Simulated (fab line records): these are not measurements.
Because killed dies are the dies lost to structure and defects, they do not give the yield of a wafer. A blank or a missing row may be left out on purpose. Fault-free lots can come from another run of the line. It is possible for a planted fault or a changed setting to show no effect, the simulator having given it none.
Chamber matching || flow sky130 || 4 sister chambers for SKY_LI_CONTACT_CMP_02 on cmp-02
The step polishes PSG. 14 wafers are shown with their chamber, then 7 later ones without.

## WAFERS, EACH WITH ITS CHAMBER
{"wafer": "L769.2", "chamber": 1, "motor_current_A (A)": 11.2, "time_to_endpoint_s (s)": 34.1}
{"wafer": "L769.3", "chamber": 3, "motor_current_A (A)": 11.6, "time_to_endpoint_s (s)": 32.7}
{"wafer": "L769.6", "chamber": 1, "motor_current_A (A)": 11.6, "time_to_endpoint_s (s)": 32.3}
{"wafer": "L774.1", "chamber": 2, "motor_current_A (A)": 13.6, "time_to_endpoint_s (s)": 35.1}
{"wafer": "L774.4", "chamber": 3, "motor_current_A (A)": 12.8, "time_to_endpoint_s (s)": 33.6}
{"wafer": "L774.5", "chamber": 2, "motor_current_A (A)": 13.4, "time_to_endpoint_s (s)": 33.1}
{"wafer": "L775.2", "chamber": 0, "motor_current_A (A)": 13.5, "time_to_endpoint_s (s)": 33.5}
{"wafer": "L775.3", "chamber": 3, "motor_current_A (A)": 11.9, "time_to_endpoint_s (s)": 33.3}
{"wafer": "L775.6", "chamber": 3, "motor_current_A (A)": 12.5, "time_to_endpoint_s (s)": 31.7}
{"wafer": "L777.1", "chamber": 0, "motor_current_A (A)": 13.9, "time_to_endpoint_s (s)": 29.8}
{"wafer": "L777.3", "chamber": 3, "motor_current_A (A)": 12.2, "time_to_endpoint_s (s)": 29.9}
{"wafer": "L777.5", "chamber": 1, "motor_current_A (A)": 11.4, "time_to_endpoint_s (s)": 29.7}
{"wafer": "L778.1", "chamber": 3, "motor_current_A (A)": 12.0, "time_to_endpoint_s (s)": 31.0}
{"wafer": "L778.2", "chamber": 1, "motor_current_A (A)": 11.1, "time_to_endpoint_s (s)": 32.6}

SIGNATURES (averages over the wafers above)
{"reading": "motor_current_A", "chamber 0": 13.700, "chamber 1": 11.325, "chamber 2": 13.500, "chamber 3": 12.167, "scatter within a chamber": 0.344}
{"reading": "time_to_endpoint_s", "chamber 0": 31.650, "chamber 1": 32.175, "chamber 2": 34.100, "chamber 3": 32.033, "scatter within a chamber": 1.71}
Rule: for a wafer and a chamber, the distance is found by dividing, reading by reading, the gap between the wafer's reading and the chamber's mean by the reading's scatter, squaring, summing and taking the root. If the next closest chamber is less than 2 further off than the closest, the wafer can't be placed; otherwise it belongs to the closest. The scatter is the square root of a quotient: the sum, over the shown wafers, of each reading's squared deviation from its chamber's mean, divided by wafers minus chambers.

## WAFERS MISSING THEIR CHAMBER
{"wafer": "L778.3", "motor_current_A (A)": 13.6, "time_to_endpoint_s (s)": 31.4}
{"wafer": "L781.2", "motor_current_A (A)": 11.9, "time_to_endpoint_s (s)": 36.9}
{"wafer": "L781.3", "motor_current_A (A)": 12.7, "time_to_endpoint_s (s)": 31.9}
{"wafer": "L781.5", "motor_current_A (A)": 11.7, "time_to_endpoint_s (s)": 34.1}
{"wafer": "L785.3", "motor_current_A (A)": 13.0, "time_to_endpoint_s (s)": 34.9}
{"wafer": "L785.4", "motor_current_A (A)": 12.7, "time_to_endpoint_s (s)": 34.4}
{"wafer": "L785.5", "motor_current_A (A)": 13.9, "time_to_endpoint_s (s)": 35.4}

## WHICH CHAMBER EACH ONE RAN IN
{"wafer": "L778.3", "from the rows above": "can't be placed: 0 or 2", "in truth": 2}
{"wafer": "L781.2", "from the rows above": "can't be placed: 3 or 1 or 2", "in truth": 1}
{"wafer": "L781.3", "from the rows above": "can't be placed: 3 or 2 or 0", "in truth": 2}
{"wafer": "L781.5", "from the rows above": "can't be placed: 1 or 3", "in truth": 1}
{"wafer": "L785.3", "from the rows above": "can't be placed: 2 or 0 or 3", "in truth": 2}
{"wafer": "L785.4", "from the rows above": "can't be placed: 3 or 2 or 0", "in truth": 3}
{"wafer": "L785.5", "from the rows above": "can't be placed: 2 or 0", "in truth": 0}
Correct placement for 0 of the 7. Can't be placed from these rows: 7 (the true chamber is among the candidates in 7). Placed wrongly: 0.
